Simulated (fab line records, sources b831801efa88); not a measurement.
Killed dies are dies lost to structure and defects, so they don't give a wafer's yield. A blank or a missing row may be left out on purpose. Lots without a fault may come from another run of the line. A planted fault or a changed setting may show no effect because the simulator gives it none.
A struck lot beside a sound one | flow sfq_line | 42 steps out of a route of 325
Sound: wafers L807.1, L807.2, L807.5. Struck: wafers L792.1, L792.6. (L792.2 of the same lot was not struck and is left out.) The cause comes at the end.
At each step with rows: each side's tool, then ch and its chambers, then its first start. Under that, the readings that differ: sound wafers | struck wafers | difference of the means | sigmas: that difference in standard deviations of wafers without a fault.
alike: readings whose means differ by less than 2 such deviations, and words and numbers that are the same on both sides. not compared: withheld readings, readings that some wafer has no value for, bounds like >300 that may hide the same value, and numbers for which the record gives no deviation and whose values overlap.
The two part at a step that has a row with sigmas, a row that says differs or no value, or rows on one side only. Numbers that don't overlap but have no deviation are shown without sigmas and don't part them. A reading that every wafer of one side lacks parts them only if that side has two wafers or more.

SFQ_TRILAYER_I4_VIA_STRIP_STRIP_107: strips in O2.
  sound on rie_metal-04 ch 0,1, day 57 21:56; struck on rie_metal-02 ch 1, day 46 18:11
  reading               | sound             | struck      | difference | sigmas
  oes_product_au (a.u.) | 0.986 0.994 0.985 | 1.010 1.009 | +0.021     | +2
  alike: chamber_pressure_mTorr, drypump_motor_current_A, platen_temp_c
  not compared: rf_hours_counter_h
then, 6 steps without rows for these wafers: SFQ_TRILAYER_I4_VIA_STRIP_SOLV_CLEAN_108 (cleans in NMP, time 600 s); SFQ_TRILAYER_JJ_TRILAYER_DEP_PRE_CLEAN_113 (time 22.5 s); SFQ_TRILAYER_JJ_TRILAYER_DEP_SPUTTER_109 (material Nb, target thk 150 nm, time 100 s); SFQ_TRILAYER_JJ_TRILAYER_DEP_SPUTTER_110 (material Al, target thk 8 nm, time 10 s); SFQ_TRILAYER_JJ_TRILAYER_DEP_AL_OXIDATION_111 (oxidation time 600 s); SFQ_TRILAYER_JJ_TRILAYER_DEP_SPUTTER_112 (material Nb, target thk 170 nm, time 113.3 s).
SFQ_JJ_RS_MEAS_929: measures by four-point-probe.
  sound on film_metro-01, day 57 23:55; struck on film_metro-03, day 46 20:10
  alike: JJ_NB_RS
then, 3 steps without rows for these wafers: SFQ_TRILAYER_JJ_CE_LITHO_COAT_119 (resist thk 62 nm); SFQ_TRILAYER_JJ_CE_LITHO_COAT_114 (resist thk 600 nm); SFQ_TRILAYER_JJ_CE_LITHO_SOFTBAKE_118.
SFQ_TRILAYER_JJ_CE_LITHO_EXPOSE_115: exposes mask J5, target cd 700 nm.
  sound on krf_scanner-01 ch 0, day 58 00:51; struck on krf_scanner-01 ch 0, day 47 03:23
  alike: mask
then, 2 steps without rows for these wafers: SFQ_TRILAYER_JJ_CE_LITHO_PEB_117 (peb time 60 s); SFQ_TRILAYER_JJ_CE_LITHO_DEVELOP_116 (time 60 s).
SFQ_JJ_OVL_MEAS_931:
  sound on overlay-02, day 58 02:21; struck on overlay-01, day 47 04:53
  alike: J5_OVL
SFQ_TRILAYER_JJ_CE_METRO_MEASURE_117:
  sound on cd_sem-02, day 58 02:23; struck on cd_sem-01, day 47 04:56
  reading    | sound             | struck      | difference | sigmas
  cd_nm (nm) | 702.1 701.4 701.4 | 670.3 672.2 | -30.4      | -22
SFQ_TRILAYER_JJ_CE_BARC_OPEN_RIE_150: chemistry O2, target BARC, target depth 240 nm, time 80 s.
  sound on rie_metal-03 ch 0,1, day 58 03:35; struck on rie_metal-04 ch 0, day 47 06:08
  reading             | sound             | struck      | difference | sigmas
  model.JJ.cd_nm (nm) | 704.5 702.7 703.5 | 671.6 673.8 | -30.9      |
  alike: chamber_pressure_mTorr, drypump_motor_current_A, oes_product_au
  not compared: rf_hours_counter_h
SFQ_TRILAYER_JJ_CE_ETCH_RIE_118: chemistry SF6, target Nb, stops on Al2O3, time 97.7 s, target depth 170 nm.
  sound on rie_metal-03 ch 0,1, day 58 03:40; struck on rie_metal-04 ch 0, day 47 06:13
  reading             | sound           | struck      | difference | sigmas
  model.JJ.cd_nm (nm) | 703.3 702.6 703 | 670.6 673.7 | -30.8      |
  alike: chamber_pressure_mTorr, drypump_motor_current_A, oes_product_au
  not compared: rf_hours_counter_h
then, 1 step without rows for these wafers: SFQ_TRILAYER_JJ_ANODIZE_ANODIZE_119.
SFQ_TRILAYER_JJ_CE_STRIP_STRIP_120: strips in O2.
  sound on rie_metal-03 ch 0,1, day 58 04:17; struck on rie_metal-03 ch 0,1, day 47 06:50
  alike: chamber_pressure_mTorr, drypump_motor_current_A, oes_product_au, platen_temp_c
  not compared: rf_hours_counter_h
then, 7 steps without rows for these wafers: SFQ_TRILAYER_JJ_CE_STRIP_SOLV_CLEAN_121 (cleans in NMP, time 600 s); SFQ_TRILAYER_M5_LITHO_COAT_128 (resist thk 62 nm); SFQ_TRILAYER_M5_LITHO_COAT_123 (resist thk 600 nm); SFQ_TRILAYER_M5_LITHO_SOFTBAKE_127; SFQ_TRILAYER_M5_LITHO_EXPOSE_124 (exposes mask M5, target cd 700 nm); SFQ_TRILAYER_M5_LITHO_PEB_126 (peb time 60 s); SFQ_TRILAYER_M5_LITHO_DEVELOP_125 (time 60 s).
-- the record jumps here: 6 days lie between the struck wafers' starts before and after --
SFQ_M5_OVL_MEAS_932:
  sound on overlay-02, day 58 08:28; struck on overlay-02, day 52 20:35
  alike: M5_OVL
then, 4 steps without rows for these wafers: SFQ_TRILAYER_M5_BARC_OPEN_METAL_ETCH_161 (etches BARC in O2, target depth 125 nm, time 41.7 s); SFQ_TRILAYER_M5_ETCH_METAL_ETCH_126 (etches Nb in Cl2/BCl3, stops on SiO2, time 203.2 s, target depth 265 nm); SFQ_TRILAYER_M5_STRIP_STRIP_127 (strips in O2); SFQ_TRILAYER_M5_STRIP_SOLV_CLEAN_128 (cleans in NMP, time 600 s).
SFQ_TRILAYER_A5B_DEP_PECVD_129: deposits SiO2 from SiH4/N2O, time 133.33 s, target thk 600 nm.
  sound on pecvd-02 ch 1,2, day 58 09:32; struck on pecvd-03 ch 0,1, day 52 21:39
  alike: heater_power_w, throttle_valve_pct
then, 1 step without rows for these wafers: SFQ_TRILAYER_A5B_CMP_CMP_130 (polishes, stops on Nb, target thk 340.7 nm).
SFQ_TRILAYER_A5B_METRO_MEASURE_131:
  sound on film_metro-01, day 58 12:50; struck on film_metro-04, day 53 00:44
  alike: thk_nm
SFQ_TRILAYER_R5_DEP_SPUTTER_132: material Ti, target thk 5 nm, time 5 s.
  sound on pvd_sputter-06, day 58 14:02; struck on pvd_sputter-05, day 53 01:56
  alike: throttle_valve_pct
then, 2 steps without rows for these wafers: SFQ_TRILAYER_R5_DEP_SPUTTER_133 (material MoNx, target thk 40 nm, time 66.7 s); SFQ_TRILAYER_R5_DEP_SPUTTER_134 (material Ti, target thk 5 nm, time 5 s).
SFQ_R5_RS_MEAS_933: measures by four-point-probe.
  sound on film_metro-02, day 58 14:08; struck on film_metro-02, day 53 02:02
  alike: R5_MONX_RS
SFQ_R5_THK_MEAS_934: measures by xrf.
  sound on film_metro-02, day 58 14:15; struck on film_metro-02, day 53 02:09
  alike: R5_MONX_THK
then, 1 step without rows for these wafers: SFQ_TRILAYER_R5_LITHO_COAT_141 (resist thk 62 nm).
-- the record jumps here: 32 days lie between the struck wafers' starts before and after --
SFQ_M8_BOW_MEAS_951:
  sound on film_metro-04, day 86 19:38; struck on film_metro-03, day 84 15:50
  reading                | sound             | struck        | difference | sigmas
  M8_BOW (um)            | 21 27 27          | 2 7           | -20        | -2
  model.etest.jj.g_times | 1.007 1.005 1.006 | 0.9154 0.9241 | -0.0862    |

WHERE THEY PART
First at SFQ_TRILAYER_I4_VIA_STRIP_STRIP_107; last, within this record, at SFQ_M8_BOW_MEAS_951.

WHY: what the simulator had put in
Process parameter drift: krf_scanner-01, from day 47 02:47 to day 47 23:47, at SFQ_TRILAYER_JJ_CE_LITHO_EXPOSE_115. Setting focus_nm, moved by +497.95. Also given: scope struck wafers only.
